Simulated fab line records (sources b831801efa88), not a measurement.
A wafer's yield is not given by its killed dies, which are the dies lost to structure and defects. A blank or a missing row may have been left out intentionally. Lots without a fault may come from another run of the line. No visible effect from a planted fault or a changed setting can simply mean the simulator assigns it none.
fab line records ; flow sfq-line
record lots=5; wafers=15; last-day=85
route steps=325 shown M1@62 I1@73
lots untouched by any fault: they come from a run of this same line in which no faults occurred
start-h: the number of hours between the record's first day and the start of the first shown wafer of the lot ; wait-h: hours elapsed since this lot's preceding step ; " as in the row above ; L1.1+2: a row that stands for several wafers ; - value missing, or start not given ; * or withheld: withheld ; < > ~ a bound
route shown NAME@n: a module of which the file shows steps, and the number in the route of the first ; usual: the fault-free wafers' mean and standard deviation ; same: alike in all rows ; chamber/n: place in a boat ; sites: readings site by site ; _std_site: standard deviation across them ; _edge_site: mean of outer sites minus mean of inner sites ; radius-mm: how far each site lies from the wafer's centre ; mask NAME#n: copy n ; behind: tool/chamber where the wafer was last shaped ; hold: why the lot was held/for how many hours/how that ended ; device: the n, p or np transistor that did not switch ; end of line: the route-end tests of the same wafers ; a step without rows: its recipe alone ; killed: dies that structure and defects cost at the first sort, which is not the same as the wafer's yield ; map: dies across one wafer; x = killed, . = not, _ = none there
set.NAME: the setting as run; set.NAME@STEP: as run at that earlier step ; model.NAME: the simulator's own value behind a step, which no gauge read
certain route steps with their lots: each step a table, each wafer a row
services: when a tool's chamber went out of use (start-h, in hours from the record's first day, below 0 if earlier), for how many hours, and the reason
## steps
# step SFQ_TRILAYER_M1_LITHO_COAT_044
# recipe resist=BARC; spin-rpm=3000; resist-thk-nm=62
# step SFQ_TRILAYER_M1_LITHO_COAT_039
# recipe resist=KrF; spin-rpm=3000; resist-thk-nm=600
# step SFQ_TRILAYER_M1_LITHO_SOFTBAKE_043
# recipe temp-c=withheld; time-s=withheld; resist=KrF
# step SFQ_TRILAYER_M1_LITHO_EXPOSE_040
# recipe mask-id=M1; na=0.6; source-shape=conventional; sigma-outer=0.65; target-cd-nm=500; dose-mj=14.4
# step SFQ_TRILAYER_M1_LITHO_PEB_042
# recipe peb-temp-c=115; peb-time-s=60; resist=KrF
# step SFQ_TRILAYER_M1_LITHO_DEVELOP_041
# recipe time-s=60; resist=KrF
# step SFQ_M1_OVL_MEAS_911
# usual M1_OVL=-2/7.1
lot.wafer;tool;chamber;start-h;wait-h;M1_OVL[nm]
L728.1;overlay-01;-;243.52;0.1;-2
L728.2;overlay-01;-;243.52;0.1;-4
L728.5;overlay-01;-;243.52;0.1;-4
L735.2;overlay-01;-;578.07;0.1;-18
L735.5;overlay-01;-;578.07;0.1;-14
L735.6;overlay-01;-;578.07;0.1;-18
L737.2;overlay-02;-;606.87;0.1;-4
L737.3;overlay-02;-;606.87;0.1;3
L737.4;overlay-02;-;606.87;0.1;2
L745.1;overlay-02;-;664.91;0.1;-11
L745.5;overlay-02;-;664.91;0.1;-11
L745.6;overlay-02;-;664.91;0.1;-4
L746.1;overlay-02;-;669.71;0.1;3
L746.3;overlay-02;-;669.71;0.1;14
L746.4;overlay-02;-;669.71;0.1;7
# step SFQ_TRILAYER_M1_BARC_OPEN_METAL_ETCH_054
# recipe mask-material=PR; chemistry=O2; target-depth-nm=125; target=BARC; icp-w=600; bias-w=80; pressure-mtorr=10; time-s=41.7
# usual drypump-motor-current-A=5.5/0.51; oes-product-au=0.686/0.0049
lot.wafer;tool;chamber;start-h;wait-h;drypump-motor-current-A;oes-product-au;rf-hours-counter-h
L728.1;rie-metal-04;1;243.56;0.0;5.8;0.678;26
L728.2;rie-metal-04;0;243.56;0.0;4.8;0.691;31
L728.5;rie-metal-04;0;243.56;0.0;4.8;0.688;-
L735.2;rie-metal-02;1;578.12;0.0;5.2;0.692;-
L735.5;rie-metal-02;1;578.12;0.0;5.2;0.677;-
L735.6;rie-metal-02;1;578.12;0.0;5.2;0.681;-
L737.2;rie-metal-04;0;606.90;0.0;4.8;0.681;86
L737.3;rie-metal-04;1;606.90;0.0;5.8;0.694;-
L737.4;rie-metal-04;0;606.90;0.0;4.8;0.687;-
L745.1;rie-metal-01;1;664.95;0.0;6.2;0.682;73
L745.5;rie-metal-01;0;664.95;0.0;5.3;0.689;-
L745.6;rie-metal-01;1;664.95;0.0;6.2;0.687;-
L746.1;rie-metal-04;1;669.75;0.0;5.8;0.686;85
L746.3;rie-metal-04;1;669.75;0.0;5.8;0.692;-
L746.4;rie-metal-04;0;669.75;0.0;4.8;0.688;-
# step SFQ_TRILAYER_M1_ETCH_METAL_ETCH_042
# recipe target=Nb; stop-on=SiO2; mask-material=PR; chemistry=Cl2/Ar; target-depth-nm=240; icp-w=600; bias-w=80; pressure-mtorr=10; time-s=120
# usual drypump-motor-current-A=5.5/0.51; oes-product-au=0.894/0.0069
lot.wafer;tool;chamber;start-h;wait-h;drypump-motor-current-A;oes-product-au;rf-hours-counter-h
L728.1;rie-metal-04;1;243.62;0.0;5.8;0.897;26
L728.2;rie-metal-04;0;243.62;0.0;4.8;0.883;31
L728.5;rie-metal-04;0;243.62;0.0;4.8;0.893;-
L735.2;rie-metal-02;1;578.26;0.1;5.2;0.898;-
L735.5;rie-metal-02;1;578.26;0.1;5.1;0.892;-
L735.6;rie-metal-02;1;578.26;0.1;5.2;0.892;-
L737.2;rie-metal-04;0;606.96;0.0;4.8;0.883;86
L737.3;rie-metal-04;1;606.96;0.0;5.7;0.884;-
L737.4;rie-metal-04;0;606.96;0.0;4.8;0.884;-
L745.1;rie-metal-01;1;665.01;0.0;6.2;0.891;73
L745.5;rie-metal-01;0;665.01;0.0;5.3;0.891;-
L745.6;rie-metal-01;1;665.01;0.0;6.2;0.885;-
L746.1;rie-metal-04;1;669.81;0.0;5.7;0.903;85
L746.3;rie-metal-04;1;669.81;0.0;5.8;0.891;-
L746.4;rie-metal-04;0;669.81;0.0;4.8;0.912;-
# step SFQ_TRILAYER_M1_STRIP_STRIP_043
# recipe gas=O2; power-w=200; platen-temp-c=40; overash-fraction=0.65; chemistry=O2; pressure-mtorr=48.65
# usual drypump-motor-current-A=5.5/0.51; oes-product-au=1.002/0.0066
lot.wafer;tool;chamber;start-h;wait-h;drypump-motor-current-A;oes-product-au;rf-hours-counter-h
L728.1;rie-metal-04;1;243.74;0.1;5.8;1.007;26
L728.2;rie-metal-04;0;243.74;0.1;4.8;0.998;32
L728.5;rie-metal-04;0;243.74;0.1;4.8;1.000;-
L735.2;rie-metal-02;1;578.67;0.4;5.2;0.996;-
L735.5;rie-metal-02;1;578.67;0.4;5.2;0.989;-
L735.6;rie-metal-02;1;578.67;0.4;5.2;0.991;-
L737.2;rie-metal-04;0;607.08;0.1;4.8;1.013;86
L737.3;rie-metal-04;1;607.08;0.1;5.8;1.012;-
L737.4;rie-metal-04;0;607.08;0.1;4.8;1.013;-
L745.1;rie-metal-01;1;665.13;0.1;6.2;1.013;74
L745.5;rie-metal-01;0;665.13;0.1;5.3;1.007;-
L745.6;rie-metal-01;1;665.13;0.1;6.2;1.005;-
L746.1;rie-metal-04;1;669.93;0.1;5.8;1.000;85
L746.3;rie-metal-04;1;669.93;0.1;5.8;1.002;-
L746.4;rie-metal-04;0;669.93;0.1;4.8;1.004;-
# step SFQ_TRILAYER_M1_STRIP_SOLV_CLEAN_044
# recipe chemistry=NMP; temp-c=70; time-s=600
# step SFQ_TRILAYER_I1_DEP_PECVD_045
# recipe material=SiO2; temp-c=150; time-s=111.11; pressure-torr=2.4; rf-w=183.3; precursor=SiH4/N2O; target-thk-nm=500
# usual heater-power-w=81/12; run-length-s=138.9/0.6; throttle-valve-pct=23.9/1.3
lot.wafer;tool;chamber;start-h;wait-h;heater-power-w;run-length-s;throttle-valve-pct;model.SiO2_of_TRILAYER_I1_DEP_PECVD_045.thk-nm
L728.1;pecvd-01;2;244.52;0.0;97;138.7;23.2;492.6
L728.2;pecvd-01;0;244.52;0.0;86;138.0;20.3;490.1
L728.5;pecvd-01;1;244.52;0.0;80;139.4;23.1;504.6
L735.2;pecvd-04;1;579.84;0.0;85;138.3;23.8;490
L735.5;pecvd-04;1;579.84;0.0;86;138.2;23.7;504.8
L735.6;pecvd-04;0;579.84;0.0;63;139.0;23.4;498.4
L737.2;pecvd-01;2;607.86;0.0;93;158.7;24.5;580.4
L737.3;pecvd-01;1;607.86;0.0;87;139.5;23.4;492.4
L737.4;pecvd-01;0;607.86;0.0;71;138.4;21.5;496.2
L745.1;pecvd-03;1;665.91;0.0;75;139.2;25.5;493
L745.5;pecvd-03;0;665.91;0.0;89;138.5;24.1;504.6
L745.6;pecvd-03;1;665.91;0.0;78;139.5;25.6;495.1
L746.1;pecvd-04;2;670.71;0.0;81;139.7;23.1;496.7
L746.3;pecvd-04;2;670.71;0.0;81;139.3;23.5;506.2
L746.4;pecvd-04;0;670.71;0.0;55;139.2;24.0;507.9
# step SFQ_TRILAYER_I1_CMP_CMP_046
# recipe material=SiO2; down-force-psi=3; platen-rpm=60; pad-velocity-m-s=0.94248
# usual motor-current-A=10.4/1.2; time-to-endpoint-s=212/6.9
lot.wafer;tool;chamber;start-h;wait-h;motor-current-A;time-to-endpoint-s
L728.1;cmp-01;3;246.15;1.6;10.3;208
L728.2;cmp-01;2;247.65;3.1;7.5;211
L728.5;cmp-01;3;247.65;3.1;11.0;219
L735.2;cmp-01;3;580.92;1.0;10.5;203
L735.6;cmp-01;1;581.92;2.0;9.7;217
L735.5;cmp-01;2;581.92;2.0;8.4;219
L737.3;cmp-01;0;611.70;3.8;11.2;207
L737.4;cmp-01;1;611.70;3.8;10.6;212
L737.2;cmp-01;2;611.70;3.8;8.0;272
L745.1;cmp-02;0;667.08;1.1;9.8;200
L745.6;cmp-02;3;668.58;2.6;12.5;202
L745.5;cmp-02;0;668.58;2.6;9.9;215
L746.4;cmp-01;1;670.82;0.0;10.3;216
L746.1;cmp-01;3;671.82;1.1;10.1;210
L746.3;cmp-01;0;671.82;1.1;10.8;216
# step SFQ_I1_BOW_MEAS_912
# recipe mode=bow
# usual I1_BOW=0/8.8
lot.wafer;tool;chamber;start-h;wait-h;I1_BOW[um]
L728.1;film-metro-04;-;249.15;2.5;11
L728.2;film-metro-04;-;249.15;2.5;0
L728.5;film-metro-04;-;249.15;2.5;10
L735.2;film-metro-03;-;582.94;1.5;-3
L735.5;film-metro-03;-;582.94;1.5;-3
L735.6;film-metro-03;-;582.94;1.5;12
L737.2;film-metro-04;-;614.72;1.5;-13
L737.3;film-metro-04;-;614.72;1.5;-10
L737.4;film-metro-04;-;614.72;1.5;-10
L745.1;film-metro-03;-;669.58;2.0;5
L745.5;film-metro-03;-;669.58;2.0;8
L745.6;film-metro-03;-;669.58;2.0;4
L746.1;film-metro-04;-;673.82;1.5;-15
L746.3;film-metro-04;-;673.82;1.5;-7
L746.4;film-metro-04;-;673.82;1.5;4
## services
tool;chamber;start-h;hours;kind
cmp-01;-;224.15;0.5;repair
rie-metal-04;-;230.58;2.8;pm
rie-metal-02;0;236.28;11.7;repair
rie-metal-01;-;243.20;1.4;pm
pecvd-04;0;262.44;19.9;repair
rie-metal-04;-;269.96;1.2;repair
cmp-01;-;283.61;0.5;repair
rie-metal-02;0;289.66;11.2;repair
pecvd-01;-;291.15;3.3;repair
rie-metal-01;-;316.82;1.0;repair
rie-metal-02;0;327.09;12.5;repair
pecvd-04;-;335.81;0.8;pm
pecvd-01;-;404.05;2.8;pm
cmp-01;-;409.24;4.0;pm
cmp-01;-;466.80;2.9;repair
cmp-01;-;472.71;3.1;pm
cmp-01;-;513.13;3.8;repair
cmp-01;-;558.27;8.5;repair
rie-metal-04;1;568.46;8.6;repair
rie-metal-02;0;575.51;4.6;repair
cmp-01;-;582.92;14.5;pm
rie-metal-02;0;592.82;10.0;repair
cmp-01;-;597.45;5.2;pm
rie-metal-01;1;616.85;12.0;repair
## key
first-sign step=SFQ_TRILAYER_I1_DEP_PECVD_045; reading=run-length-s; direction=up; sigmas=33; usual=*; struck=*
effect step=SFQ_TRILAYER_I1_CMP_CMP_046; reading=time-to-endpoint-s; direction=up; sigmas=8.7; usual=*; struck=*
model-effect step=SFQ_TRILAYER_I1_DEP_PECVD_045; value=SiO2_of_TRILAYER_I1_DEP_PECVD_045.thk-nm; without=492.4; struck=580.4
met-at SFQ_TRILAYER_I1_DEP_PECVD_045
struck-wafers L737.2
onset-between 244.52 607.86
fault kind=process-parameter-drift; tool=pecvd-01; chamber=2; onset-h=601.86; steps=SFQ_TRILAYER_I1_DEP_PECVD_045; channel=time-s; offset=*; shape=step; end-h=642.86; acts-in=*; stated=*
